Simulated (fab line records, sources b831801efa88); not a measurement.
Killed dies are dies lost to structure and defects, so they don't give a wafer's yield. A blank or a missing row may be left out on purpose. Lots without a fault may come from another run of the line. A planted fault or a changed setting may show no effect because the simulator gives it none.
fab line records | flow gf180mcu
record lots=14 wafers=42 last_day=34
route steps=602 shown DUAL_GATE@143 M1@317 M2@376 M3@412
lots that met no fault: from a run of the same line without faults
start_h: hours from the record's first day to the start of the lot's first wafer shown | wait_h: hours since the lot's step before | " the same as in the row above | L1.1+2: a row that stands for several wafers | - no value, or no start given | * or withheld: withheld | < > ~ a bound
route shown NAME@n: a module of which the file shows steps, and the number in the route of the first | usual: mean/standard deviation of fault-free wafers | same: alike in all rows | chamber/n: place in a boat | sites: the reading at each site | _std_site: their standard deviation | _edge_site: outer sites' mean less inner sites' | radius_mm: how far each site lies from the wafer's centre | mask NAME#n: copy n | behind: the tool/chamber that last shaped the wafer | hold: why the lot was held/for how many hours/how that ended | device: the transistor (n, p or np) that didn't switch | end of line: the same wafers' tests at the end of the route | a step without rows: its recipe alone | killed: dies lost to structure and defects at the first sort, not the wafer's yield | map: a wafer's dies, x killed, . not, _ none there
set.NAME: the setting as run; set.NAME@STEP: as run at that earlier step | model.NAME: the simulator's own value behind a step, which no gauge read
steps of the route over a sample of lots; a table a step, a row a wafer
services: from which hour (start_h, from the record's first day; less than 0 if before it) a tool's chamber was out of use, for how many hours, and why
## steps
# step GF_DUAL_GATE_OXIDATION_02
# recipe temp_c=900 ambient=O2 stabilise_s=600 purge_s=300 target_thk_a=108.87 ox_time_s=1602
# usual ox_time_s=1602/0 zone_power_centre_pct=19.2/1.4
# same purge_s=300
# columns lot.wafer tool chamber start_h wait_h ox_time_s zone_power_centre_pct
L357.2 furnace-02 0 159.38 0.0 1602 18.2
L357.4 " 0 " " 1602 18.2
L357.6 " 0 " " 1602 18.0
L358.2 furnace-01 0 163.05 0.0 1602 20.2
L358.3 " 0 " " 1602 20.8
L358.5 " 0 " " 1602 20.4
L359.3 furnace-02 0 177.10 2.6 1602 18.0
L359.4 " 0 " " 1602 18.2
L359.6 " 0 " " 1602 18.2
L360.2 furnace-01 0 181.96 3.5 1602 20.7
L360.4 " 0 " " 1602 20.7
L360.6 " 0 " " 1602 20.4
L361.1 furnace-01 0 187.18 1.3 1602 20.8
L361.2 " 0 " " 1602 20.8
L361.6 " 0 " " 1602 21.0
L367.1 furnace-02 0 225.83 1.8 1602 17.8
L367.2 " 0 " " 1602 17.8
L367.5 " 0 " " 1602 18.2
L368.2 furnace-01 0 234.18 0.0 3043.8 20.6
L368.3 " 0 " " 3043.8 20.8
L368.6 " 0 " " 3043.8 20.5
L370.3 furnace-01 0 246.14 0.9 3043.8 20.9
L370.4 " 0 " " 3043.8 20.5
L370.5 " 0 " " 3043.8 20.5
L371.1 furnace-02 0 252.60 0.5 1602 18.3
L371.2 " 0 " " 1602 17.8
L371.6 " 0 " " 1602 17.9
L376.1 furnace-02 0 287.16 0.3 1602 18.0
L376.3 " 0 " " 1602 17.9
L376.5 " 0 " " 1602 18.0
L377.3 furnace-02 0 292.91 1.5 1602 18.5
L377.4 " 0 " " 1602 18.1
L377.5 " 0 " " 1602 17.7
L378.3 furnace-02 0 296.51 0.3 1602 18.2
L378.5 " 0 " " 1602 17.9
L378.6 " 0 " " 1602 18.1
L379.2 furnace-02 0 303.26 0.0 1602 17.8
L379.4 " 0 " " 1602 18.2
L379.6 " 0 " " 1602 18.2
L380.2 furnace-01 0 312.57 1.3 1602 20.8
L380.3 " 0 " " 1602 20.9
L380.6 " 0 " " 1602 20.6
# step GF_DUAL_GATE_THK_MEAS_03
# recipe reads=SiO2_of_DUAL_GATE_OXIDATION_02
# usual DUAL_GATE_OXIDATION_00_THK=10.93/0.16
# columns lot.wafer tool chamber start_h wait_h DUAL_GATE_OXIDATION_00_THK[nm]
L357.2 film_metro-01 - 160.84 0.0 10.50
L357.4 " - " " 10.69
L357.6 " - " " 10.76
L358.2 film_metro-04 - 164.50 0.0 10.96
L358.3 " - " " 10.87
L358.5 " - " " 10.83
L359.3 film_metro-04 - 178.57 0.0 10.99
L359.4 " - " " 10.84
L359.6 " - " " 11.28
L360.2 film_metro-02 - 183.41 0.0 11.09
L360.4 " - " " 11.10
L360.6 " - " " 10.93
L361.1 film_metro-04 - 188.62 0.0 11.07
L361.2 " - " " 10.98
L361.6 " - " " 11.22
L367.1 film_metro-04 - 227.28 0.0 10.71
L367.2 " - " " 10.69
L367.5 " - " " 10.73
L368.2 film_metro-01 - 235.63 0.0 17.32
L368.3 " - " " 17.36
L368.6 " - " " 17.15
L370.3 film_metro-04 - 247.61 0.0 16.88
L370.4 " - " " 16.73
L370.5 " - " " 17.07
L371.1 film_metro-02 - 254.04 0.0 11.07
L371.2 " - " " 11.27
L371.6 " - " " 11.20
L376.1 film_metro-04 - 288.61 0.0 10.80
L376.3 " - " " 10.86
L376.5 " - " " 10.75
L377.3 film_metro-04 - 294.37 0.0 10.93
L377.4 " - " " 10.78
L377.5 " - " " 10.92
L378.3 film_metro-01 - 297.98 0.0 10.53
L378.5 " - " " 10.92
L378.6 " - " " 10.65
L379.2 film_metro-01 - 304.76 0.1 10.78
L379.4 " - " " 10.68
L379.6 " - " " 10.71
L380.2 film_metro-02 - 314.03 0.0 10.90
L380.3 " - " " 10.84
L380.6 " - " " 10.84
# step GF_M1_SPUTTER_02
# recipe material=AlCu target_thk_nm=450 power_w=10600 time_s=23.9 chamber_pressure_pa=0.4
# usual throttle_valve_pct=30.2/1.2
# columns lot.wafer tool chamber start_h wait_h throttle_valve_pct
L357.2 pvd_sputter-02 - 365.75 0.0 32.1
L357.4 " - " " 31.0
L357.6 " - " " 29.9
L358.2 pvd_sputter-04 - 370.60 0.0 30.8
L358.3 " - " " 29.8
L358.5 " - " " 30.6
L359.3 pvd_sputter-01 - 384.85 0.0 28.9
L359.4 " - " " 30.1
L359.6 " - " " 30.3
L360.2 pvd_sputter-02 - 395.98 0.0 30.1
L360.4 " - " " 31.6
L360.6 " - " " 32.0
L361.1 pvd_sputter-01 - 400.93 0.0 30.4
L361.2 " - " " 30.2
L361.6 " - " " 28.7
L367.1 pvd_sputter-02 - 454.46 0.0 30.0
L367.2 " - " " 31.2
L367.5 " - " " 31.9
L368.2 pvd_sputter-04 - 463.87 0.0 30.1
L368.3 " - " " 31.0
L368.6 " - " " 30.1
L370.3 pvd_sputter-02 - 476.92 0.0 31.7
L370.4 " - " " 29.9
L370.5 " - " " 31.3
L371.1 pvd_sputter-02 - 487.52 0.0 31.3
L371.2 " - " " 32.0
L371.6 " - " " 31.3
L376.1 pvd_sputter-04 - 528.75 0.0 29.9
L376.3 " - " " 28.6
L376.5 " - " " 29.8
L377.3 pvd_sputter-01 - 534.17 0.0 30.0
L377.4 " - " " 29.0
L377.5 " - " " 27.9
L378.3 pvd_sputter-04 - 538.63 0.0 28.6
L378.5 " - " " 28.9
L378.6 " - " " 30.0
L379.2 pvd_sputter-01 - 547.50 0.0 28.2
L379.4 " - " " 30.2
L379.6 " - " " 30.1
L380.2 pvd_sputter-02 - 558.91 0.0 31.7
L380.3 " - " " 32.0
L380.6 " - " " 31.6
# step GF_M2_CD_MEAS_14
# recipe target_cd_nm=280
# usual cd_nm=280.1/1.4
# columns lot.wafer tool chamber start_h wait_h cd_nm
L357.2 cd_sem-01 - 439.89 0.1 277.2
L357.4 " - " " 278.0
L357.6 " - " " 278.2
L358.2 cd_sem-02 - 443.98 0.1 279.9
L358.3 " - " " 280.0
L358.5 " - " " 280.0
L359.3 cd_sem-01 - 459.14 0.1 278.0
L359.4 " - " " 279.1
L359.6 " - " " 278.5
L360.2 cd_sem-02 - 470.56 0.2 281.6
L360.4 " - " " 280.5
L360.6 " - " " 280.0
L361.1 cd_sem-02 - 477.10 0.1 280.5
L361.2 " - " " 280.3
L361.6 " - " " 280.3
L367.1 cd_sem-01 - 528.20 0.1 281.3
L367.2 " - " " 282.1
L367.5 " - " " 281.2
L368.2 cd_sem-02 - 536.44 0.1 280.6
L368.3 " - " " 279.4
L368.6 " - " " 279.1
L370.3 cd_sem-01 - 549.29 0.1 281.4
L370.4 " - " " 281.3
L370.5 " - " " 280.8
L371.1 cd_sem-01 - 560.15 0.1 278.7
L371.2 " - " " 280.2
L371.6 " - " " 277.9
L376.1 cd_sem-02 - 597.25 0.1 279.5
L376.3 " - " " 279.5
L376.5 " - " " 280.5
L377.3 cd_sem-01 - 602.41 0.1 277.3
L377.4 " - " " 277.9
L377.5 " - " " 277.1
L378.3 cd_sem-01 - 607.84 0.1 279.0
L378.5 " - " " 277.5
L378.6 " - " " 278.6
L379.2 cd_sem-02 - 614.87 0.1 280.5
L379.4 " - " " 280.4
L379.6 " - " " 280.5
L380.2 cd_sem-02 - 625.42 0.1 281.1
L380.3 " - " " 281.3
L380.6 " - " " 281.5
# step GF_M3_SPUTTER_03
# recipe material=Ti target_thk_nm=10 substrate_temp_c=300 chamber_pressure_pa=0.3 power_w=3000 time_s=6.7
# usual throttle_valve_pct=30.1/1.2
# columns lot.wafer tool chamber start_h wait_h throttle_valve_pct
L357.2 pvd_sputter-01 - 467.38 0.0 28.0
L357.4 " - " " 30.3
L357.6 " - " " 29.3
L358.2 pvd_sputter-02 - 472.09 0.0 31.4
L358.3 " - " " 29.8
L358.5 " - " " 31.7
L359.3 pvd_sputter-01 - 486.52 0.0 28.9
L359.4 " - " " 28.0
L359.6 " - " " 30.3
L360.2 pvd_sputter-02 - 498.06 0.0 31.3
L360.4 " - " " 31.6
L360.6 " - " " 31.4
L361.1 pvd_sputter-04 - 504.30 0.0 28.7
L361.2 " - " " 30.1
L361.6 " - " " 29.9
L367.1 pvd_sputter-02 - 554.40 0.0 31.2
L367.2 " - " " 31.7
L367.5 " - " " 31.6
L368.2 pvd_sputter-02 - 562.44 0.0 31.0
L368.3 " - " " 31.7
L368.6 " - " " 31.9
L370.3 pvd_sputter-02 - 574.10 0.0 31.2
L370.4 " - " " 31.6
L370.5 " - " " 31.4
L371.1 pvd_sputter-01 - 585.28 0.0 30.3
L371.2 " - " " 30.2
L371.6 " - " " 29.0
L376.1 pvd_sputter-02 - 620.60 0.0 31.7
L376.3 " - " " 31.3
L376.5 " - " " 31.4
L377.3 pvd_sputter-04 - 625.81 0.0 29.7
L377.4 " - " " 31.0
L377.5 " - " " 29.8
L378.3 pvd_sputter-04 - 630.92 0.0 29.9
L378.5 " - " " 30.8
L378.6 " - " " 28.7
L379.2 pvd_sputter-04 - 638.57 0.0 28.6
L379.4 " - " " 30.1
L379.6 " - " " 30.8
L380.2 pvd_sputter-01 - 649.42 0.0 30.1
L380.3 " - " " 27.9
L380.6 " - " " 30.0
## services
# columns tool chamber start_h hours kind
furnace-01 - 165.74 13.5 pm
furnace-01 - 202.83 2.9 pm
furnace-02 - 208.97 4.3 pm
furnace-02 - 221.51 4.3 pm
pvd_sputter-02 - 226.85 1.9 repair
furnace-01 - 279.38 2.6 pm
furnace-01 - 290.93 3.1 pm
furnace-02 - 328.06 2.2 pm
furnace-02 - 376.83 2.9 pm
pvd_sputter-02 - 410.41 4.9 repair
furnace-01 - 419.62 2.3 repair
pvd_sputter-01 - 450.64 0.9 repair
furnace-01 - 458.84 5.3 pm
pvd_sputter-04 - 465.95 21.9 repair
pvd_sputter-04 - 477.51 10.6 repair
furnace-01 - 484.76 4.7 pm
pvd_sputter-02 - 490.61 0.8 repair
pvd_sputter-02 - 502.87 13.0 repair
furnace-02 - 503.07 2.5 pm
furnace-02 - 545.28 4.2 pm
pvd_sputter-02 - 566.49 4.0 repair
pvd_sputter-02 - 569.58 3.6 repair
pvd_sputter-01 - 585.84 1.5 repair
pvd_sputter-04 - 593.31 0.8 repair
## key
first_sign step=GF_DUAL_GATE_OXIDATION_02 reading=ox_time_s direction=up sigmas=99+ usual=* struck=*
effect step=GF_DUAL_GATE_THK_MEAS_03 reading=DUAL_GATE_OXIDATION_00_THK direction=up sigmas=37 usual=10.93 struck=17.09
met_at GF_DUAL_GATE_OXIDATION_02
struck_lots L368,L370
tester_left_out L368,L370
not_acting_at GF_M1_SPUTTER_02,GF_M2_CD_MEAS_14,GF_M3_SPUTTER_03
onset_between 187.18 234.18
fault kind=process_parameter_drift tool=furnace-01 chamber=- onset_h=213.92 steps=GF_DUAL_GATE_OXIDATION_02 channel=ox_time_s offset=* shape=step end_h=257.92 acts_in=* stated=*
# tester_left_out: of these lots the tester's yield and bins aren't shown, on N5 and GAA mostly nor the transistor test; their killed dies are dies lost to structure and defects alone, not to doping, threshold or leakage, so they don't give the yield
